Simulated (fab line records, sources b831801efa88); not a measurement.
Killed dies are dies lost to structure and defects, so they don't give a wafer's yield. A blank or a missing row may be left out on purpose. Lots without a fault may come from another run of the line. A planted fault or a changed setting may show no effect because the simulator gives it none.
A struck lot beside a sound one | flow sky130 | 14 steps out of a route of 708
Sound: wafers L280.1, L280.2, L280.6. Struck: wafers L267.1, L267.3, L267.4. The cause comes at the end.
At each step with rows: each side's tool, then ch and its chambers, then its first start. Under that, the readings that differ: sound wafers | struck wafers | difference of the means | sigmas: that difference in standard deviations of wafers without a fault.
alike: readings whose means differ by less than 2 such deviations, and words and numbers that are the same on both sides. not compared: withheld readings, readings that some wafer has no value for, bounds like >300 that may hide the same value, and numbers for which the record gives no deviation and whose values overlap.
The two part at a step that has a row with sigmas, a row that says differs or no value, or rows on one side only. Numbers that don't overlap but have no deviation are shown without sigmas and don't part them. A reading that every wafer of one side lacks parts them only if that side has two wafers or more.

SKY_METAL4_SPUTTER_02: material AlCu, target thk 735 nm, time 39.1 s.
  sound on pvd_sputter-03, day 45 22:37; struck on pvd_sputter-04, day 42 15:51
  alike: throttle_valve_pct
SKY_METAL4_SPUTTER_03: material Ti, target thk 5 nm, time 3.3 s.
  sound on pvd_sputter-03, day 45 22:39; struck on pvd_sputter-04, day 42 15:53
  reading                | sound          | struck         | difference | sigmas
  throttle_valve_pct (%) | 29.4 29.4 29.3 | 30.2 31.4 31.5 | +1.7       | +2
SKY_METAL4_SPUTTER_04: material TiN, target thk 70 nm, time 58.3 s.
  sound on pvd_sputter-03, day 45 22:40; struck on pvd_sputter-04, day 42 15:54
  reading                | sound          | struck         | difference | sigmas
  throttle_valve_pct (%) | 29.2 29.3 29.5 | 30.0 31.4 31.5 | +1.6       | +2
SKY_CAP2M_CVD_00: deposits SiO2, target thk 15.5 nm.
  sound on pecvd-04 ch 0,1,2, day 45 22:43; struck on pecvd-02 ch 0,2, day 42 15:57
  alike: heater_power_w
SKY_CAP2M_THK_MEAS_01:
  sound on film_metro-01, day 45 22:44; struck on film_metro-04, day 42 15:58
  alike: CAP2M_CVD_00_THK
SKY_CAP2M_SPUTTER_02: material TiN, target thk 200 nm, time 166.7 s.
  sound on pvd_sputter-04, day 45 22:48; struck on pvd_sputter-02, day 42 16:02
  alike: throttle_valve_pct
SKY_CAP2M_RS_MEAS_03: measures by four-point-probe.
  sound on film_metro-04, day 45 22:55; struck on film_metro-01, day 42 16:08
  alike: CAP2M_TIN_RS
SKY_CAP2M_THK_MEAS_04: measures by xrf.
  sound on film_metro-04, day 45 23:02; struck on film_metro-01, day 42 16:16
  alike: CAP2M_TIN_THK
then, 4 steps without rows for these wafers: SKY_CAP2M_DEHYDRATE_05 (time 60 s); SKY_CAP2M_HMDS_06 (prime time 60 s); SKY_CAP2M_COAT_07 (resist thk 1140 nm); SKY_CAP2M_SOFTBAKE_08 (time 60 s).
SKY_CAP2M_EXPOSE_09: exposes mask CAP2M, target cd 1000 nm.
  sound on iline_stepper-02 ch 0, day 46 09:02; struck on iline_stepper-02, day 43 03:37
  no value came back on the struck wafers for exposure_dose_mJ_cm2, focus_offset_nm (nm); on the sound wafers exposure_dose_mJ_cm2 reads 159.13 158.73 158.88
  alike: mask
then, 1 step without rows for these wafers: SKY_CAP2M_PEB_10.

WHERE THEY PART
First at SKY_METAL4_SPUTTER_03; last, within this record, at SKY_CAP2M_EXPOSE_09.

WHY: what the simulator had put in
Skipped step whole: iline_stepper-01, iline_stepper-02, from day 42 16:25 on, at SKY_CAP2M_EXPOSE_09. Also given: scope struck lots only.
